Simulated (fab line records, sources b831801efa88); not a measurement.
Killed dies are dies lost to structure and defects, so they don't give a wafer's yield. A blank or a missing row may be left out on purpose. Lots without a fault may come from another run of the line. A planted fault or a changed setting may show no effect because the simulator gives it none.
A struck lot beside a sound one | flow sky130 | 14 steps out of a route of 708
Sound: wafers L512.1, L512.5, L512.6. Struck: wafers L520.2, L520.3, L520.4. The cause comes at the end.
At each step with rows: each side's tool, then ch and its chambers, then its first start. Under that, the readings that differ: sound wafers | struck wafers | difference of the means | sigmas: that difference in standard deviations of wafers without a fault.
alike: readings whose means differ by less than 2 such deviations, and words and numbers that are the same on both sides. not compared: withheld readings, readings that some wafer has no value for, bounds like >300 that may hide the same value, and numbers for which the record gives no deviation and whose values overlap.
The two part at a step that has a row with sigmas, a row that says differs or no value, or rows on one side only. Numbers that don't overlap but have no deviation are shown without sigmas and don't part them. A reading that every wafer of one side lacks parts them only if that side has two wafers or more.

first, 2 steps without rows for these wafers: SKY_LDD_HVN_PEB_05; SKY_LDD_HVN_DEVELOP_06 (develop time 60 s).
SKY_LDD_HVN_OVL_MEAS_07:
  sound on overlay-02, day 22 23:21; struck on overlay-02, day 25 14:05
  alike: LDD_HVN_OVL
then, 1 step without rows for these wafers: SKY_LDD_HVN_IMPLANT_08.
SKY_LDD_HVN_STRIP_09: strips in O2/N2.
  sound on plasma_asher-02 ch 0,1, day 22 23:32; struck on plasma_asher-03 ch 0,1, day 25 14:16
  alike: drypump_motor_current_A, oes_product_au, strip_time_to_endpoint_s
  not compared: rf_hours_counter_h
SKY_LDD_HVN_TW_MEAS_10:
  sound on film_metro-01, day 22 23:38; struck on film_metro-01, day 25 14:23
  alike: LDD_HVN_TW
then, 6 steps without rows for these wafers: SKY_LDD_HVP_DEHYDRATE_00 (time 60 s); SKY_LDD_HVP_HMDS_01 (prime time 60 s); SKY_LDD_HVP_COAT_02 (resist thk 300 nm); SKY_LDD_HVP_SOFTBAKE_03 (time 60 s); SKY_LDD_HVP_EXPOSE_04 (exposes mask HVPTM, target cd 700 nm); SKY_LDD_HVP_PEB_05.
SKY_LDD_HVP_DEVELOP_06: develop time 60 s.
  sound on litho_track-02 ch 0, day 24 05:33; struck on litho_track-03, day 26 18:57
  no value came back on the struck wafers for chill_plate_temp_C (C), develop_time_s (s); on the sound wafers chill_plate_temp_C (C) reads 22.90 22.93 22.88
SKY_LDD_HVP_OVL_MEAS_07:
  sound on overlay-02, day 24 05:42; struck on overlay-01, day 26 19:05
  reading          | sound       | struck | difference                    | sigmas
  LDD_HVP_OVL (nm) | 1.3 1.4 0.8 | - - -  | no value on the struck wafers |

WHERE THEY PART
First at SKY_LDD_HVP_DEVELOP_06; last, within this record, at SKY_LDD_HVP_OVL_MEAS_07.

WHY: what the simulator had put in
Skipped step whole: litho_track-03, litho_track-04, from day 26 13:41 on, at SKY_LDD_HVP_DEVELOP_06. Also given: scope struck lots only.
